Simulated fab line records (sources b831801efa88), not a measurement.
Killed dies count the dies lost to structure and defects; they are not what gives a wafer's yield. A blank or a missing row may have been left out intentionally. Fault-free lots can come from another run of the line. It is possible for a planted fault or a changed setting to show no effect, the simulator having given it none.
One fault seen from 2 desks + flow gf180mcu + what lay behind the numbers comes last; until then each desk has only its own

METROLOGY DESK
Lot by lot, what the gauges showed, no matter which tool ran the lot: averages of those sampled wafers that carry a number. The brackets show how far a lot's mean lies from the usual mean; more than 4 standard deviations puts the lot out of limits, marked OUT.
Columns: A = NWELL_OVL at GF_NWELL_OVL_MEAS_07, usual 0.8 nm; B = NSD_RS at GF_PSD_RS_MEAS_14, usual 46.12 ohm/sq; C = PSD_RS at GF_PSD_RS_MEAS_15, usual 108.52 ohm/sq; D = V1_BOW at GF_V1_BOW_MEAS_05, usual 82 um
| lot  | first seen here | A    | B               | C                | D  |
|------|-----------------|------|-----------------|------------------|----|
| L749 | day 3 10:38     | 3.5  | 46.06           | 108.33           | 74 |
| L751 | day 3 16:32     | -1.7 | 46.10           | 108.76           | 84 |
| L753 | day 4 09:49     | 1.9  | 46.08           | 108.44           | 76 |
| L758 | day 5 09:11     | 0.7  | 48.97 (+35) OUT | 122.86 (+55) OUT | -  |
| L760 | day 5 19:54     | 0.3  | 48.73 (+32) OUT | 122.40 (+53) OUT | -  |
| L765 | day 6 22:04     | -1.3 | 46.20           | 108.55           | 81 |
| L766 | day 7 05:20     | 1.0  | 46.10           | 108.42           | 86 |
| L767 | day 7 19:08     | -0.4 | 46.18           | 108.53           | 81 |
| L768 | day 8 01:14     | 0.6  | 46.11           | 108.48           | 82 |
| L769 | day 8 02:23     | 2.3  | 46.08           | 108.31           | 80 |
| L770 | day 8 06:28     | 0.2  | 46.10           | 108.73           | 87 |
| L771 | day 8 11:37     | 0.5  | 46.11           | 108.64           | 76 |
| L772 | day 8 18:22     | 2.8  | 46.06           | 108.27           | 79 |
This desk finds L758, L760 out of limits, with the earliest case on L758 at day 17 08:50 (NSD_RS at GF_PSD_RS_MEAS_14). Within limits: L749, L751, L753, L765, L766, L767, L768, L769, L770, L771, L772.

DESK OF THE TOOL OWNER: rtp_anneal-01
At GF_PSD_RTA_13 (time 20 s), the tool's own readings, given per lot that ran on this tool as the mean of the sampled wafers with a number. The brackets show how far a lot's mean lies from the usual mean; more than 4 standard deviations puts the lot out of limits, marked OUT.
Columns: A = lamp_power_pct at GF_PSD_RTA_13, usual 35.5 %; B = wafer_temp_C_max at GF_PSD_RTA_13, usual 1029.3
| lot  | first seen here | A    | B                |
|------|-----------------|------|------------------|
| L749 | day 14 07:02    | 34.1 | 1029.6           |
| L751 | day 14 14:41    | 34.1 | 1030.4           |
| L758 | day 17 08:44    | 32.1 | 1008.1 (-22) OUT |
| L760 | day 18 05:19    | 32.1 | 1008.4 (-22) OUT |
| L769 | day 21 18:01    | 34.1 | 1029.8           |
| L770 | day 21 22:16    | 34.1 | 1029.9           |
| L771 | day 22 02:42    | 34.1 | 1029.1           |
Finding of this desk: L758, L760 out of limits; the first was L758 at day 17 08:44, on wafer_temp_C_max at GF_PSD_RTA_13. Within limits: L749, L751, L769, L770, L771.

TAKEN TOGETHER
On L758, L760, at day 17 08:44, an alarm was possible from the tool owner's desk.
On L758, L760, the metrology desk was in a position to raise an alarm at day 17 08:50.
Of the lots named, all ran GF_PSD_RTA_13 on rtp_anneal-01.

WHAT THE SIMULATOR HAD INSERTED
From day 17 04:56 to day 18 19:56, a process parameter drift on rtp_anneal-01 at GF_PSD_RTA_13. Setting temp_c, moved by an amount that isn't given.
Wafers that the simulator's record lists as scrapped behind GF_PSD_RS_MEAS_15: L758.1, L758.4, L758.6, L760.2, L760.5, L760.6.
Lots struck among those shown: L758, L760.
Time in hours from fault onset to the first out-of-limits reading at each desk: tool owner's desk 4, metrology desk 4.
